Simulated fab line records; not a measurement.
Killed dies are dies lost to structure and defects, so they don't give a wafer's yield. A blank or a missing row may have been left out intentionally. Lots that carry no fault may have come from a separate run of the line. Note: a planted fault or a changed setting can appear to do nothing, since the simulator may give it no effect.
fab line records    flow gf180mcu
record lots=15  wafers=45  last_day=34
route steps=602 shown MVPSD@82 V2@407 M3@413 V3@451
lots with no fault: from the same line, run without faults
start_h: start of the lot's first displayed wafer, in hours after the record's first day    wait_h: how many hours have passed since the lot's step before this one    " the same as in the row above    L1.1+2: a single row standing in for several wafers    - value missing, or start not given    * or withheld: withheld    < > ~ a bound
route shown NAME@n: NAME is a module with steps in the file, n the number in the route of the first one    usual: mean/standard deviation of fault-free wafers    same: alike in all rows    chamber/n: place in a boat    sites: the reading at each site    _std_site: the standard deviation of these    _edge_site: inner sites' mean taken away from outer sites' mean    radius_mm: how far each site lies from the wafer's centre    mask NAME#n: copy n    behind: the last tool/chamber to shape the wafer    hold: the reason the lot was held/the length of the hold in hours/how it ended    device: transistor that didn't switch, given as n, p or np    end of line: tests run on the same wafers once the route is complete    a step given without rows: its recipe and nothing more    killed: the dies lost at the first sort to structure and to defects; this is not the yield of the wafer    map: dies across one wafer; x = killed, . = not, _ = none there
set.NAME: the run value of the setting; set.NAME@STEP: its run value at that earlier step    model.NAME: the simulator's own value behind a step, which no gauge read
a sample of lots followed through the steps of the route, with each step as a table and each wafer as a row
services: the hour from which a tool's chamber was out of use, counted from the record's first day as start_h (under 0 if before that day), plus the number of hours and why
## steps
# step GF_MVPSD_EXPOSE_04
# recipe mask_id=MVPSD  target_cd_nm=1000  na=0.6  source_shape=conventional  sigma_outer=0.6  dose_mj=260
# usual exposure_dose_mJ_cm2=260.00/0.26  focus_offset_nm=0.1/0.57
lot.wafer  tool              chamber  start_h  wait_h  mask     exposure_dose_mJ_cm2  focus_offset_nm
L866.1     iline_stepper-01  0        96.68    -       MVPSD#0  259.93                0.4
L866.3     "                 0        "        "       MVPSD#0  260.18                -0.2
L866.6     "                 0        "        "       MVPSD#0  260.31                -0.3
L868.1     iline_stepper-01  0        110.12   -       MVPSD#0  260.24                -0.4
L868.2     "                 0        "        "       MVPSD#0  259.98                0.9
L868.3     "                 0        "        "       MVPSD#0  260.45                1.8
L869.1     iline_stepper-02  0        116.17   -       MVPSD#0  260.05                -0.7
L869.3     "                 0        "        "       MVPSD#0  260.29                -0.3
L869.5     "                 0        "        "       MVPSD#0  260.13                0.4
L870.1     iline_stepper-01  0        120.40   -       MVPSD#0  259.95                1.1
L870.2     "                 0        "        "       MVPSD#0  259.73                0.0
L870.3     "                 0        "        "       MVPSD#0  260.03                0.7
L872.1     iline_stepper-01  0        133.78   -       MVPSD#0  260.00                -1.0
L872.4     "                 0        "        "       MVPSD#0  260.01                -0.8
L872.5     "                 0        "        "       MVPSD#0  260.03                -0.8
L875.1     iline_stepper-02  -        153.05   -       MVPSD#0  -                     -
L875.3     "                 -        "        "       MVPSD#0  -                     -
L875.4     "                 -        "        "       MVPSD#0  -                     -
L876.1     iline_stepper-02  -        156.97   -       MVPSD#0  -                     -
L876.2     "                 -        "        "       MVPSD#0  -                     -
L876.5     "                 -        "        "       MVPSD#0  -                     -
L877.1     iline_stepper-02  -        162.12   -       MVPSD#0  -                     -
L877.3     "                 -        "        "       MVPSD#0  -                     -
L877.4     "                 -        "        "       MVPSD#0  -                     -
L878.1     iline_stepper-02  0        172.66   -       MVPSD#0  260.20                -0.8
L878.3     "                 0        "        "       MVPSD#0  260.13                -0.2
L878.5     "                 0        "        "       MVPSD#0  260.43                -0.7
L882.2     iline_stepper-02  0        191.27   -       MVPSD#0  259.81                -0.1
L882.5     "                 0        "        "       MVPSD#0  259.76                0.3
L882.6     "                 0        "        "       MVPSD#0  260.06                0.3
L884.1     iline_stepper-02  0        201.07   -       MVPSD#0  259.57                -0.4
L884.3     "                 0        "        "       MVPSD#0  259.70                -0.1
L884.4     "                 0        "        "       MVPSD#0  259.85                0.0
L885.1     iline_stepper-02  0        210.67   -       MVPSD#0  260.26                0.7
L885.4     "                 0        "        "       MVPSD#0  260.34                0.8
L885.5     "                 0        "        "       MVPSD#0  260.14                0.4
L886.2     iline_stepper-02  0        214.42   -       MVPSD#0  259.94                0.1
L886.5     "                 0        "        "       MVPSD#0  260.07                0.0
L886.6     "                 0        "        "       MVPSD#0  259.87                0.4
L887.1     iline_stepper-02  0        217.65   -       MVPSD#0  260.00                0.6
L887.2     "                 0        "        "       MVPSD#0  259.92                0.2
L887.6     "                 0        "        "       MVPSD#0  260.26                1.5
L888.2     iline_stepper-02  0        225.84   -       MVPSD#0  260.10                1.0
L888.3     "                 0        "        "       MVPSD#0  259.69                0.3
L888.4     "                 0        "        "       MVPSD#0  259.58                0.7
# step GF_V2_THK_MEAS_25
# recipe thk_meas_gauge=xrf  reads=W_of_V2_CVD_23
# usual V2_W_THK=341/4.3
lot.wafer  tool           chamber  start_h  wait_h  V2_W_THK[nm]
L866.1     film_metro-04  -        472.35   0.1     347
L866.3     "              -        "        "       350
L866.6     "              -        "        "       353
L868.1     film_metro-04  -        496.48   0.1     337
L868.2     "              -        "        "       334
L868.3     "              -        "        "       335
L869.1     film_metro-01  -        503.70   0.1     343
L869.3     "              -        "        "       346
L869.5     "              -        "        "       342
L870.1     film_metro-01  -        513.75   0.1     341
L870.2     "              -        "        "       341
L870.3     "              -        "        "       343
L872.1     film_metro-01  -        533.50   0.1     333
L872.4     "              -        "        "       339
L872.5     "              -        "        "       337
L875.1     film_metro-03  -        562.03   0.1     336
L875.3     "              -        "        "       340
L875.4     "              -        "        "       335
L876.1     film_metro-01  -        563.39   0.1     337
L876.2     "              -        "        "       337
L876.5     "              -        "        "       333
L877.1     film_metro-03  -        572.89   0.1     338
L877.3     "              -        "        "       341
L877.4     "              -        "        "       337
L878.1     film_metro-01  -        582.10   0.1     336
L878.3     "              -        "        "       340
L878.5     "              -        "        "       344
L882.2     film_metro-01  -        606.63   0.1     341
L882.5     "              -        "        "       343
L882.6     "              -        "        "       336
L884.1     film_metro-01  -        623.22   0.1     341
L884.3     "              -        "        "       342
L884.4     "              -        "        "       338
L885.1     film_metro-01  -        631.35   0.1     337
L885.4     "              -        "        "       336
L885.5     "              -        "        "       345
L886.2     film_metro-04  -        636.15   0.1     337
L886.5     "              -        "        "       344
L886.6     "              -        "        "       340
L887.1     film_metro-01  -        640.29   0.1     345
L887.2     "              -        "        "       340
L887.6     "              -        "        "       339
L888.2     film_metro-01  -        648.23   0.1     348
L888.3     "              -        "        "       343
L888.4     "              -        "        "       335
# step GF_M3_SPUTTER_04
# recipe material=TiN  target_thk_nm=50  power_w=6500  time_s=41.7  chamber_pressure_pa=0.4
# usual throttle_valve_pct=29.7/1.1
lot.wafer  tool            chamber  start_h  wait_h  throttle_valve_pct
L866.1     pvd_sputter-04  -        472.89   0.0     28.9
L866.3     "               -        "        "       27.8
L866.6     "               -        "        "       29.8
L868.1     pvd_sputter-02  -        497.02   0.0     30.9
L868.2     "               -        "        "       31.9
L868.3     "               -        "        "       29.3
L869.1     pvd_sputter-02  -        504.24   0.0     31.9
L869.3     "               -        "        "       30.8
L869.5     "               -        "        "       30.8
L870.1     pvd_sputter-04  -        514.29   0.0     28.7
L870.2     "               -        "        "       30.1
L870.3     "               -        "        "       30.7
L872.1     pvd_sputter-03  -        534.26   0.0     29.3
L872.4     "               -        "        "       29.2
L872.5     "               -        "        "       29.1
L875.1     pvd_sputter-03  -        562.57   0.0     30.2
L875.3     "               -        "        "       28.8
L875.4     "               -        "        "       29.4
L876.1     pvd_sputter-04  -        563.94   0.0     30.9
L876.2     "               -        "        "       30.0
L876.5     "               -        "        "       28.7
L877.1     pvd_sputter-03  -        573.67   0.0     29.1
L877.3     "               -        "        "       28.9
L877.4     "               -        "        "       29.7
L878.1     pvd_sputter-03  -        582.64   0.0     29.1
L878.3     "               -        "        "       29.0
L878.5     "               -        "        "       29.0
L882.2     pvd_sputter-04  -        607.16   0.0     30.8
L882.5     "               -        "        "       28.7
L882.6     "               -        "        "       27.6
L884.1     pvd_sputter-03  -        623.76   0.0     30.2
L884.3     "               -        "        "       29.1
L884.4     "               -        "        "       29.3
L885.1     pvd_sputter-02  -        631.89   0.0     32.1
L885.4     "               -        "        "       32.2
L885.5     "               -        "        "       30.6
L886.2     pvd_sputter-04  -        636.69   0.0     30.2
L886.5     "               -        "        "       28.9
L886.6     "               -        "        "       27.9
L887.1     pvd_sputter-04  -        640.83   0.0     30.0
L887.2     "               -        "        "       28.6
L887.6     "               -        "        "       27.4
L888.2     pvd_sputter-04  -        648.76   0.0     30.9
L888.3     "               -        "        "       30.2
L888.4     "               -        "        "       28.4
# step GF_V3_SPUTTER_22
# recipe material=TiN  target_thk_nm=10  chamber_pressure_pa=5  power_w=4000  time_s=40
# usual throttle_valve_pct=30.3/0.92
lot.wafer  tool            chamber  start_h  wait_h  throttle_valve_pct
L866.1     pvd_sputter-01  -        522.25   0.0     29.3
L866.3     "               -        "        "       30.3
L866.6     "               -        "        "       30.0
L868.1     pvd_sputter-01  -        545.63   0.0     31.5
L868.2     "               -        "        "       29.2
L868.3     "               -        "        "       30.9
L869.1     pvd_sputter-02  -        552.80   0.0     30.9
L869.3     "               -        "        "       29.3
L869.5     "               -        "        "       32.1
L870.1     pvd_sputter-03  -        561.60   0.0     30.1
L870.2     "               -        "        "       29.7
L870.3     "               -        "        "       29.2
L872.1     pvd_sputter-01  -        580.83   0.0     30.1
L872.4     "               -        "        "       29.6
L872.5     "               -        "        "       30.1
L875.1     pvd_sputter-02  -        607.00   0.0     30.7
L875.3     "               -        "        "       31.8
L875.4     "               -        "        "       29.5
L876.1     pvd_sputter-01  -        608.36   0.0     31.7
L876.2     "               -        "        "       30.1
L876.5     "               -        "        "       31.4
L877.1     pvd_sputter-01  -        617.91   0.0     29.9
L877.3     "               -        "        "       31.0
L877.4     "               -        "        "       31.5
L878.1     pvd_sputter-01  -        626.83   0.0     29.3
L878.3     "               -        "        "       31.1
L878.5     "               -        "        "       30.0
L882.2     pvd_sputter-01  -        650.18   0.0     29.9
L882.5     "               -        "        "       30.0
L882.6     "               -        "        "       29.3
L884.1     pvd_sputter-01  -        666.08   0.0     30.1
L884.3     "               -        "        "       31.0
L884.4     "               -        "        "       31.6
L885.1     pvd_sputter-03  -        673.11   0.0     30.3
L885.4     "               -        "        "       29.5
L885.5     "               -        "        "       29.4
L886.2     pvd_sputter-01  -        677.68   0.0     31.5
L886.5     "               -        "        "       31.5
L886.6     "               -        "        "       30.9
L887.1     pvd_sputter-02  -        681.90   0.0     30.9
L887.2     "               -        "        "       29.4
L887.6     "               -        "        "       31.9
L888.2     pvd_sputter-02  -        689.93   0.0     30.6
L888.3     "               -        "        "       32.0
L888.4     "               -        "        "       29.0
## services
tool              chamber  start_h  hours  kind
pvd_sputter-01    -        90.37    5.1    repair
pvd_sputter-03    -        92.77    5.9    repair
iline_stepper-02  -        118.99   1.7    pm
pvd_sputter-02    -        132.33   12.5   repair
iline_stepper-02  -        133.54   0.7    repair
pvd_sputter-01    -        137.83   5.0    repair
iline_stepper-02  -        239.77   1.6    repair
pvd_sputter-01    -        259.47   1.8    repair
iline_stepper-02  -        309.43   5.2    repair
pvd_sputter-04    -        314.28   9.7    repair
iline_stepper-02  -        336.68   1.7    pm
pvd_sputter-01    -        343.08   6.9    repair
pvd_sputter-02    -        366.00   0.8    repair
pvd_sputter-03    -        387.16   4.8    repair
pvd_sputter-02    -        423.31   6.9    repair
iline_stepper-02  -        461.51   7.0    repair
pvd_sputter-02    -        468.62   5.7    repair
pvd_sputter-04    -        532.45   2.3    repair
iline_stepper-02  -        554.86   1.7    pm
pvd_sputter-01    -        592.28   5.3    repair
pvd_sputter-03    -        594.93   5.9    repair
pvd_sputter-04    -        596.26   1.7    repair
iline_stepper-02  -        601.50   1.1    repair
pvd_sputter-01    -        645.65   1.5    repair
## key
first_sign step=GF_MVPSD_EXPOSE_04  reading=tool_record  direction=missing
effect none on later readings
met_at GF_MVPSD_EXPOSE_04
struck_lots L875,L876,L877
sort_left_out L875.1,L875.3,L875.4,L876.1,L876.2,L876.5,L877.1,L877.3,L877.4
tester_left_out L875,L876,L877
not_acting_at GF_V2_THK_MEAS_25,GF_M3_SPUTTER_04,GF_V3_SPUTTER_22
onset_between 116.17 153.05
fault kind=skipped_step_whole  tool=iline_stepper-02  chamber=-  onset_h=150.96  steps=GF_MVPSD_EXPOSE_04  scope=struck_lots_only
# tester_left_out: of these lots the tester's yield and bins aren't shown, on N5 and GAA mostly nor the transistor test; their killed dies are dies lost to structure and defects alone, not to doping, threshold or leakage, so they don't give the yield
# sort_left_out: the simulated sort isn't trusted on such a fault, so these wafers' sort isn't shown, and their yield isn't known
